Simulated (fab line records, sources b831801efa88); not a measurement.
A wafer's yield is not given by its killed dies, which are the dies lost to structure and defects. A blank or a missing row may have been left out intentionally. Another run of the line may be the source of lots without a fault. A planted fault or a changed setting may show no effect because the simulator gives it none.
Tool commonality check	flow gf180mcu	Sampled: 13 lots, 39 wafers

REASON IT WAS OPENED
2 of 13 lots carry a flag on the reading NWELL_OVL at GF_NWELL_OVL_MEAS_07. No-fault wafers: 0.2 nm, standard deviation 1.3.
Rule: a lot gets a flag if all its wafers with a number sit over 4 standard deviations from that mean, or if no wafer of it has a number. As for the other lots, they are considered sound.

lot	measured	on	NWELL_OVL (nm), wafer by wafer	flag
L606	day 3 17:40	overlay-01	-1.1 1.3 -1.1	
L607	day 4 01:31	overlay-02	0.0 -0.4 -0.7	
L608	day 4 04:00	overlay-01	0.9 1.7 1.9	
L609	day 4 10:28	overlay-02	-0.8 0.0 2.0	
L612	day 5 02:00	overlay-01	0.9 0.3 0.7	
L613	day 5 08:55	overlay-01	-1.9 -1.3 -0.9	
L614	day 5 14:15	overlay-02	0.0 -1.4 1.6	
L617	day 6 06:58	overlay-02	-1.0 -2.1 -1.7	
L619	day 6 17:03	overlay-02	94.9 93.7 95.7	FLAGGED
L620	day 6 22:31	overlay-01	-1.2 -1.9 0.4	
L621	day 7 03:42	overlay-01	1.0 2.1 3.4	
L622	day 7 10:31	overlay-02	94.0 94.1 94.4	FLAGGED
L624	day 7 20:01	overlay-02	0.8 -1.2 0.9	
Average over the flagged lots: 94.5 nm; offset from the usual +94.3 nm, equal to +73 standard deviations.

EACH LOT AND THE TOOL IT RAN ON
The record keeps 1 process step preceding the reading, out of 602 steps on the route. Cell contents, in order: the tool; ch with the chambers the sampled wafers went through; the start.
lot	flag	GF_NWELL_EXPOSE_04
L606		iline_stepper-02 ch 0, day 3 11:31
L607		iline_stepper-02 ch 0, day 3 19:40
L608		iline_stepper-02 ch 0, day 3 21:51
L609		iline_stepper-01 ch 0, day 4 03:47
L612		iline_stepper-02 ch 0, day 4 18:50
L613		iline_stepper-01 ch 0, day 5 01:48
L614		iline_stepper-01 ch 0, day 5 06:57
L617		iline_stepper-02 ch 0, day 5 23:31
L619	FLAGGED	iline_stepper-02 ch 0, day 6 09:15
L620		iline_stepper-01 ch 0, day 6 14:54
L621		iline_stepper-01 ch 0, day 6 20:01
L622	FLAGGED	iline_stepper-02 ch 0, day 7 03:00
L624		iline_stepper-01 ch 0, day 7 12:10
These steps, and what they do:
- GF_NWELL_EXPOSE_04: exposes mask Nwell, target cd 860 nm.
- GF_NWELL_OVL_MEAS_07

FLAGGED AGAINST TOTAL, ONE TOOL AT A TIME (gauges that did the reading follow at the end)
step	tool	lots run	flagged	share of the flagged lots	sound lots run after its first flagged lot
GF_NWELL_EXPOSE_04	iline_stepper-01	6	0	none	-
GF_NWELL_EXPOSE_04	iline_stepper-02	7	2	all	0
GF_NWELL_OVL_MEAS_07	overlay-01	6	0	none	-
GF_NWELL_OVL_MEAS_07	overlay-02	7	2	all	1 (L624)

WHAT THE TABLE PERMITS
In 2 table rows, all flagged lots were run: iline_stepper-02 (GF_NWELL_EXPOSE_04), overlay-02 (GF_NWELL_OVL_MEAS_07).
- iline_stepper-02 at GF_NWELL_EXPOSE_04 ran 7 lots, 2 of them flagged. Last sound lot L617 at day 5 23:31, first flagged lot L619 at day 6 09:15; a fault beginning in between fits.
- overlay-02 at GF_NWELL_OVL_MEAS_07 ran 7 lots, 2 of them flagged. Lots that were sound ran on it after the first flagged one (L624); a persistent fault on the entire tool would not allow that.
One tool is left: iline_stepper-02 at GF_NWELL_EXPOSE_04.

WHAT THE SIMULATOR HAD PUT IN
Scanner matching overlay: iline_stepper-02, from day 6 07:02 on, at GF_NWELL_EXPOSE_04. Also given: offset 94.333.
Struck lots among those shown: L619, L622. This agrees with what the rule above found.
